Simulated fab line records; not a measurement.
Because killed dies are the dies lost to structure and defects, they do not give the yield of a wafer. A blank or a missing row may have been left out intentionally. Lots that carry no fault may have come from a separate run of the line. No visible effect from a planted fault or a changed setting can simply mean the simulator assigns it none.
A struck lot beside a sound one | flow sky130 | 15 out of 708 route steps
Sound: the wafers L823.1, L823.2, L823.6. Struck: wafer L829.1 (left out: L829.4, L829.5 of the same lot, which were not struck); the cause appears at the end.
For every step that has rows: the tool of each side, followed by ch and its chambers, followed by its first start. Under that, the readings that differ: sound wafers | struck wafers | difference of the means | sigmas: that difference in standard deviations of wafers without a fault.
alike: readings whose means differ by less than 2 such deviations, and words and numbers that are the same on both sides. not compared: withheld readings, readings that some wafer has no value for, bounds like >300 that may hide the same value, and numbers for which the record gives no deviation and whose values overlap.
A row with sigmas, a row that says differs or no value, or rows on one side alone: a step with any of these is where the two part. Numbers that don't overlap but have no deviation are shown without sigmas and don't part them. A reading missing from all wafers of one side parts the sides only when that side holds two or more wafers.

SKY_METAL4_SPUTTER_01: material TiN, target thk 20 nm, time 16.7 s.
  sound on pvd_sputter-02 at day 40 08:32; struck on pvd_sputter-01 at day 41 20:40
  alike: cathode_dc_power_W, throttle_valve_pct
then, 1 step without rows for these wafers: SKY_METAL4_SPUTTER_02 (material AlCu, target thk 735 nm, time 39.1 s).
SKY_METAL4_SPUTTER_03: material Ti, target thk 5 nm, time 3.3 s.
  sound on pvd_sputter-02 at day 40 08:36; struck on pvd_sputter-01 at day 41 20:44
  alike: cathode_dc_power_W, throttle_valve_pct
SKY_METAL4_SPUTTER_04: material TiN, target thk 70 nm, time 58.3 s.
  sound on pvd_sputter-02 at day 40 08:37; struck on pvd_sputter-01 at day 41 20:45
  alike: cathode_dc_power_W, throttle_valve_pct
SKY_CAP2M_CVD_00: deposits SiO2, target thk 15.5 nm.
  sound on pecvd-04 ch 0,2, day 40 08:40; struck on pecvd-01 ch 2, day 41 20:48
  alike: heater_power_w
SKY_CAP2M_THK_MEAS_01:
  sound on film_metro-01 at day 40 08:41; struck on film_metro-04 at day 41 20:49
  alike: CAP2M_CVD_00_THK
SKY_CAP2M_SPUTTER_02: material TiN, target thk 200 nm, time 166.7 s.
  sound on pvd_sputter-01 at day 40 08:45; struck on pvd_sputter-02 at day 41 20:53
  alike: cathode_dc_power_W, throttle_valve_pct
SKY_CAP2M_RS_MEAS_03: measures by four-point-probe.
  sound on film_metro-04 at day 40 08:52; struck on film_metro-01 at day 41 20:59
  alike: CAP2M_TIN_RS
SKY_CAP2M_THK_MEAS_04: measures by xrf.
  sound on film_metro-04 at day 40 08:59; struck on film_metro-01 at day 41 21:07
  alike: CAP2M_TIN_THK
then, 3 steps without rows for these wafers: SKY_CAP2M_DEHYDRATE_05 (time 60 s); SKY_CAP2M_HMDS_06 (prime time 60 s); SKY_CAP2M_COAT_07 (resist thk 1140 nm).
SKY_CAP2M_SOFTBAKE_08: time 60 s.
  sound on litho_track-02 ch 0, day 40 20:46; struck on litho_track-01 ch 0, day 42 09:37
  reading                  | sound             | struck | difference | sigmas
  heater_power_total_W (W) | 56.60 56.54 56.58 | 57.58  | +1.01      | +22
  run_length_s (s)         | 89.6 89.4 89.3    | 85.4   | -4.0       | -11
  alike: resist_line_temp_C
then, 1 step without rows for these wafers: SKY_CAP2M_EXPOSE_09 (exposes mask CAP2M, target cd 1000 nm).
-- the record jumps here: 5 days lie between the struck wafers' starts before and after (it left off in module CAP2M and takes up again in module PAD_OPEN, whose first step shown is number 708 of the route) --
SKY_PAD_OPEN_PROBE_99:
  sound on prober-01 at day 46 07:54; struck on prober-01 at day 47 15:43
  reading         | sound  | struck | difference | sigmas
  killed_at_M4_up | 12 3 3 | 2      | -4         | -2
  alike: defect_limited_yield, killed_at_M0_to_M3, killed_at_contacts, killed_at_front_end, killed_at_other, killed_dies, killed_open, killed_short, sort_bin_3_pad_short, sort_bin_5_function, sort_bin_6_memory, sort_n_pass, sort_yield_pct

== WHERE THEY PART ==
Earliest at SKY_CAP2M_SOFTBAKE_08; latest, in this record, at SKY_PAD_OPEN_PROBE_99.

WHY: whatever the simulator had introduced
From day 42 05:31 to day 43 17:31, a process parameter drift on litho_track-01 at SKY_CAP2M_SOFTBAKE_08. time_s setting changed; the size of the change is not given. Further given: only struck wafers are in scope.
